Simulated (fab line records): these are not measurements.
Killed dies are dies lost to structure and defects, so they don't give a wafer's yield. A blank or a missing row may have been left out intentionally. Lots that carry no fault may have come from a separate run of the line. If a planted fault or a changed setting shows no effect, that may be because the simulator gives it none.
Which tool is to blame?	flow sky130	10 lots, 30 wafers sampled, at 6 steps of a route of 708

== WHAT EACH GAUGE READ, for each wafer ==
SKY_SD_N_OVL_MEAS_08.
lot	measured	on	SD_N_OVL (nm)
L510	day 27 15:22	overlay-01	1.5 0.6 1.1
L512	day 28 00:32	overlay-01	-0.4 0.9 -0.2
L516	day 29 14:37	overlay-01	-0.2 2.5 0.4
L519	day 30 20:21	overlay-02	1.1 0.7 0.1
L520	day 31 07:27	overlay-02	1.2 1.0 -0.7
L521	day 31 08:55	overlay-02	0.3 1.6 0.8
L523	day 31 21:10	overlay-02	-0.1 0.8 1.2
L533	day 35 18:31	overlay-02	0.7 1.0 0.4
L530	day 35 18:13	overlay-02	2.1 0.7 2.0
L529	day 35 20:49	overlay-02	-0.1 -0.1 -1.7

SKY_LI_CONTACT_CD_MEAS_12: the cd target is 170 nm.
lot	measured	on	cdNm (nm)
L510	day 28 21:25	cdSem-02	170.9 169.5 170.1
L512	day 29 06:54	cdSem-01	168.9 169.7 168.3
L516	day 30 19:43	cdSem-02	168.5 168.3 167.4
L519	day 32 01:37	cdSem-01	172.8 172.8 173.2
L520	day 32 11:59	cdSem-01	170.7 169.9 169.4
L521	day 32 13:11	cdSem-02	170.3 169.6 169.8
L523	day 33 01:58	cdSem-02	172.3 172.8 172.2
L533	day 36 22:32	cdSem-01	167.2 168.7 168.2
L530	day 36 21:58	cdSem-02	170.6 173.3 171.8
L529	day 37 00:46	cdSem-02	169.4 170.3 171.0

SKY_LOCAL_INTERCONNECT_RS_MEAS_01: uses a four-point probe to measure.
lot	measured	on	LOCAL_INTERCONNECT_TIN_RS (ohm/sq)
L510	day 28 22:47	filmMetro-02	14.00 14.01 14.13
L512	day 29 08:17	filmMetro-02	14.17 13.99 14.18
L516	day 30 21:07	filmMetro-01	14.21 14.24 14.72
L519	day 32 04:31	filmMetro-04	10.42 14.46 14.26
L520	day 32 13:23	filmMetro-01	10.50 14.67 14.28
L521	day 32 14:35	filmMetro-02	14.37 14.02 14.10
L523	day 33 03:22	filmMetro-04	10.38 14.08 14.41
L533	day 36 23:55	filmMetro-02	14.49 14.28 14.74
L530	day 36 23:21	filmMetro-04	14.25 14.09 14.11
L529	day 37 02:08	filmMetro-01	14.09 14.21 14.14

SKY_LOCAL_INTERCONNECT_THK_MEAS_02: measures by xrf.
lot	measured	on	LOCAL_INTERCONNECT_TIN_THK (nm)
L510	day 28 22:53	filmMetro-02	100.9 100.5 99.3
L512	day 29 08:24	filmMetro-02	99.4 100.7 99.3
L516	day 30 21:14	filmMetro-01	99.4 99.0 96.0
L519	day 32 04:38	filmMetro-04	132.7 97.1 98.6
L520	day 32 13:31	filmMetro-01	131.9 96.0 98.8
L521	day 32 14:42	filmMetro-02	98.4 100.9 99.9
L523	day 33 03:29	filmMetro-04	133.6 99.6 97.9
L533	day 37 00:02	filmMetro-02	97.9 99.6 96.2
L530	day 36 23:27	filmMetro-04	98.2 99.2 98.9
L529	day 37 02:15	filmMetro-01	99.7 99.0 99.3

== WHICH TOOL RAN EACH LOT (tool, then ch and the chambers of the sampled wafers, then the start) ==
lot	SKY_RES_XHIGH_STRIP_08	SKY_LOCAL_INTERCONNECT_SPUTTER_00
L510	plasmaAsher-04 ch 0,1, day 26 10:11	pvdSputter-02, day 28 22:41
L512	plasmaAsher-02 ch 1, day 26 20:15	pvdSputter-04, day 29 08:12
L516	plasmaAsher-04 ch 0,1, day 28 09:39	pvdSputter-03, day 30 21:02
L519	plasmaAsher-03 ch 0,1, day 29 17:28	pvdSputter-03, day 32 04:27
L520	plasmaAsher-02 ch 0,1, day 30 04:26	pvdSputter-03, day 32 13:19
L521	plasmaAsher-04 ch 0,1, day 30 05:53	pvdSputter-04, day 32 14:31
L523	plasmaAsher-02 ch 0,1, day 30 17:57	pvdSputter-03, day 33 03:19
L533	plasmaAsher-03 ch 0,1, day 34 16:20	pvdSputter-03, day 36 23:52
L530	plasmaAsher-04 ch 0,1, day 34 16:20	pvdSputter-04, day 36 23:14
L529	plasmaAsher-02 ch 0,1, day 34 18:38	pvdSputter-02, day 37 02:04
- SKY_RES_XHIGH_STRIP_08: strips in O2/N2.
- SKY_LOCAL_INTERCONNECT_SPUTTER_00: material TiN, target thk 100 nm, time 83.3 s.

== WHAT THE TOOLS THEMSELVES READ (means of the sampled wafers that have a number; where no wafer has one, the mark that the record gives instead) ==
SKY_RES_XHIGH_STRIP_08.
lot	tool	drypumpMotorCurrentA (A)	oesProductAu (a.u.)	stripTimeToEndpointS (s)
L510	plasmaAsher-04	5.7	0.711	14.30
L512	plasmaAsher-02	6.5	0.710	14.31
L516	plasmaAsher-04	5.7	0.711	14.28
L519	plasmaAsher-03	6.3	0.712	14.31
L520	plasmaAsher-02	6.1	0.714	14.31
L521	plasmaAsher-04	6.1	0.712	14.27
L523	plasmaAsher-02	6.1	0.710	14.18
L533	plasmaAsher-03	5.9	0.712	14.25
L530	plasmaAsher-04	6.1	0.705	14.21
L529	plasmaAsher-02	6.1	0.714	14.30

SKY_LOCAL_INTERCONNECT_SPUTTER_00.
lot	tool	throttleValvePct (%)
L510	pvdSputter-02	31.1
L512	pvdSputter-04	30.3
L516	pvdSputter-03	29.9
L519	pvdSputter-03	30.1
L520	pvdSputter-03	30.0
L521	pvdSputter-04	30.9
L523	pvdSputter-03	30.2
L533	pvdSputter-03	29.9
L530	pvdSputter-04	30.8
L529	pvdSputter-02	30.5

== THE ANSWER, worked out from the rows above alone ==
Rule: what is usual is taken from the lots themselves. The widest of any qualifying gaps counts: lots, ordered by their means at a reading, are off when they make up no more than a third of the lots, leave a main group of 4 or more, and stand apart from it by 3 or more times the standard deviation of that group's means. If all means in a main group match to the digits the tables above print for the reading, that group is not used. Also off: a lot with no number at a reading for which 4 or more lots have one. All remaining lots with rows at the step are treated as sound. Order of review: gauges by route order, followed by the tools' own readings, for which a lot's mean as printed above is used. The first step at which some lot is off is used, and at that step the reading that is off furthest; a lot without a number counts as furthest.
Off: L519, L520, L523, seen at SKY_LOCAL_INTERCONNECT_RS_MEAS_01 (LOCAL_INTERCONNECT_TIN_RS). The main group: mean 14.22 ohm/sq, standard deviation 0.15.
If a tool, at a process step before that reading, ran all the lots that are off and no sound lot after the first of them, it fits. The gauges at SKY_LOCAL_INTERCONNECT_RS_MEAS_01 are tried like those tools. Not one of the candidates tried fits.

== WHAT THE SIMULATOR PUT IN ==
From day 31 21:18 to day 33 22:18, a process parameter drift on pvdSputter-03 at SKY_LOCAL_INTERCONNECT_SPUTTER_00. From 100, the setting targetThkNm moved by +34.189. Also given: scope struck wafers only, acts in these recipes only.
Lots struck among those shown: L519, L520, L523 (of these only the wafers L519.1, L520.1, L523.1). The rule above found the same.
